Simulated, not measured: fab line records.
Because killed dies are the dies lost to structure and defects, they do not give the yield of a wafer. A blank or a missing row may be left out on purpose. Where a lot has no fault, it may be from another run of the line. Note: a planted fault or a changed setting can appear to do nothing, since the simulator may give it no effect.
A lot that was struck, set against a sound lot -- flow gf180mcu -- 14 out of 602 route steps
Sound: wafers L758.1, L758.3, L758.6. Wafers L755.1, L755.2, L755.3 were the ones struck. At the end, the cause is stated.
Order at every step that has rows: each side's tool, ch and its chambers, its first start. Under that, the readings that differ: sound wafers -- struck wafers -- difference of the means -- sigmas: that difference in standard deviations of wafers without a fault.
alike: words and numbers the same on both sides, and readings whose means are apart by under 2 such deviations; not compared: readings that were withheld, readings missing a value for some wafer, numbers with overlapping values and no deviation given by the record, and bounds like >300 which may hide the same value.
The two part at a step that has a row with sigmas, a row that says differs or no value, or rows on one side only. Non-overlapping numbers with no deviation appear without sigmas and do not part them. A reading that every wafer of one side lacks parts them only if that side has two wafers or more.

first, 4 steps without rows for these wafers: GF_V2_SOFTBAKE_10 (time 60 s); GF_V2_EXPOSE_11 (exposes mask Via2, target cd 260 nm); GF_V2_PEB_12 (peb time 90 s); GF_V2_DEVELOP_13 (develop time 60 s).
GF_V2_CD_MEAS_14 targets a cd of 260 nm.
  sound on cd sem-01 at day 25 22:51; struck on cd sem-01 at day 24 15:22
  alike: cd nm
GF_V2_OVL_MEAS_15:
  sound on overlay-02 at day 25 22:58; struck on overlay-02 at day 24 15:29
  alike: V2_OVL
GF_V2_ETCH_16: etches BARC in N2/H2.
  sound on rie diel-02 ch 1,2,3, day 25 23:01; struck on rie diel-01 ch 0,1,2, day 24 15:31
  alike: drypump motor current A, oes product au, rf fwd power W, throttle valve pct
GF_V2_ETCH_17: etches SiO2 in C4F8/O2/Ar, stops on TiN, target depth 630 nm.
  sound: rie diel-02 ch 1,2,3; struck: rie diel-01 ch 0,1,2
  alike: oes product au, rf fwd power W
GF_V2_STRIP_18: strips in O2/N2.
  sound on plasma asher-04 ch 0,1, day 25 23:08; struck on plasma asher-04 ch 0,1, day 24 15:38
  alike: drypump motor current A, heater power w, oes product au
  not compared: rf hours counter h
then, 2 steps without rows for these wafers: GF_V2_STRIP_19 (strips in post etch residue remover, time 1200 s); GF_V2_CLEAN_20 (cleans in DIW).
GF_V2_SPUTTER_21: material Ti, target thk 15 nm, time 80.02 s.
  sound on pvd sputter-01 at day 25 23:43; struck on pvd sputter-03 at day 24 16:10
  alike: throttle valve pct
GF_V2_SPUTTER_22: material TiN, target thk 10 nm, time 40 s.
  sound on pvd sputter-01 at day 25 23:46; struck on pvd sputter-03 at day 24 16:14
reading,sound,struck,difference,sigmas
model.TiN_of_V2_SPUTTER_22.thk nm (nm),10.18 10.3 10.2,15.8 15.88 15.73,+5.6,
  alike: throttle valve pct
GF_V2_CVD_23: deposits W, target thk 350 nm, time 104.94 s.
  sound on cvd w-02 ch 0,1, day 25 23:49; struck on cvd w-02 ch 1, day 24 16:16
  alike: heater power w

== WHERE THEY PART ==
Nowhere in this record.

WHY: what had been put in by the simulator
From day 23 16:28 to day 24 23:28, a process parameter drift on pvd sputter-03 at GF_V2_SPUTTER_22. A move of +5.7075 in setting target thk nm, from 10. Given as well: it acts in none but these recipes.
